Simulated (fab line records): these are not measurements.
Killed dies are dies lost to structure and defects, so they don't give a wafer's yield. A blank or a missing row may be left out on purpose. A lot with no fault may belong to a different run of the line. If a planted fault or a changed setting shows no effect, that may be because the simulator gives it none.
2 desks looking at one fault || flow sky130 || what lay behind the numbers comes last; until then each desk has only its own

FROM THE METROLOGY DESK
What the gauges read for every lot (on any tool): the sampled wafers with a number, averaged. Any lot whose mean is over 4 standard deviations away from the usual mean is out of limits and marked OUT; that distance is given in the brackets.
Columns: A = PWDE_OVL at SKY_PWDE_OVL_MEAS_07, usual 0.7 nm; B = cd nm at SKY_SD_N_CD_MEAS_07, usual 380.1 nm
{"lot": "L772", "first seen here": "day 4 07:25", "A": 0.5, "B": 379.2}
{"lot": "L773", "first seen here": "day 4 13:02", "A": -0.2, "B": 380.9}
{"lot": "L775", "first seen here": "day 4 18:10", "A": 1.7, "B": 380.8}
{"lot": "L776", "first seen here": "day 4 22:31", "A": 1.8, "B": 383.6}
{"lot": "L777", "first seen here": "day 5 10:55", "A": 1.6, "B": 380.1}
{"lot": "L780", "first seen here": "day 6 04:14", "A": 0.1, "B": 376.9}
{"lot": "L781", "first seen here": "day 6 06:37", "A": 0.2, "B": 381.3}
{"lot": "L783", "first seen here": "day 6 14:58", "A": -0.0, "B": 382.4}
{"lot": "L787", "first seen here": "day 7 20:16", "A": -1.5, "B": 378.6}
{"lot": "L789", "first seen here": "day 8 01:07", "A": 0.5, "B": 380.1}
{"lot": "L790", "first seen here": "day 8 17:10", "A": 1.0, "B": 379.3}
{"lot": "L791", "first seen here": "day 8 23:29", "A": 0.8, "B": 382.8}
{"lot": "L793", "first seen here": "day 9 09:41", "A": 2.9, "B": 380.2}
This desk's finding: nothing out of limits on any of the 13 lots.

THE TOOL OWNER'S DESK: implanter-04
SKY_PWDE_IMPLANT_08, tool's own readings: per-lot mean of the sampled wafers with a number, covering each lot this tool ran. Any lot whose mean is over 4 standard deviations away from the usual mean is out of limits and marked OUT; that distance is given in the brackets.
Columns: A = beam energy keV at SKY_PWDE_IMPLANT_08, usual 150.01; B = dose ions cm2 at SKY_PWDE_IMPLANT_08, usual 3.6e+12
{"lot": "L773", "first seen here": "day 4 13:04", "A": 149.97, "B": 3.6e+12}
{"lot": "L775", "first seen here": "day 4 18:11", "A": 149.97, "B": 3.6e+12}
{"lot": "L777", "first seen here": "day 5 10:56", "A": 150.00, "B": 3.6e+12}
{"lot": "L780", "first seen here": "day 6 04:17", "A": "159.05 (+99 or more) OUT", "B": 3.6e+12}
{"lot": "L783", "first seen here": "day 6 15:02", "A": "158.98 (+99 or more) OUT", "B": 3.6e+12}
{"lot": "L791", "first seen here": "day 8 23:31", "A": 149.98, "B": 3.6e+12}
Finding of this desk: L780, L783 out of limits; the first was L780 at day 6 04:17, on beam energy keV at SKY_PWDE_IMPLANT_08. L773, L775, L777, L791: within limits.

PUT TOGETHER
An alarm could have come from the tool owner's desk at day 6 04:17, on L780, L783.
From the metrology desk's view, nothing was out of limits.
The metrology desk holds a record of L780, L783, inside its limits.
SKY_PWDE_IMPLANT_08 was run on implanter-04 by each of the lots named.

WHAT THE SIMULATOR HAD PUT IN
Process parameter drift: implanter-04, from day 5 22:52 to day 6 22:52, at SKY_PWDE_IMPLANT_08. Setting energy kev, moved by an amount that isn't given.
Shown lots that were struck: L780, L783.
How many hours passed from the start of the fault until each desk's first out-of-limits reading: the tool owner's desk, 5.
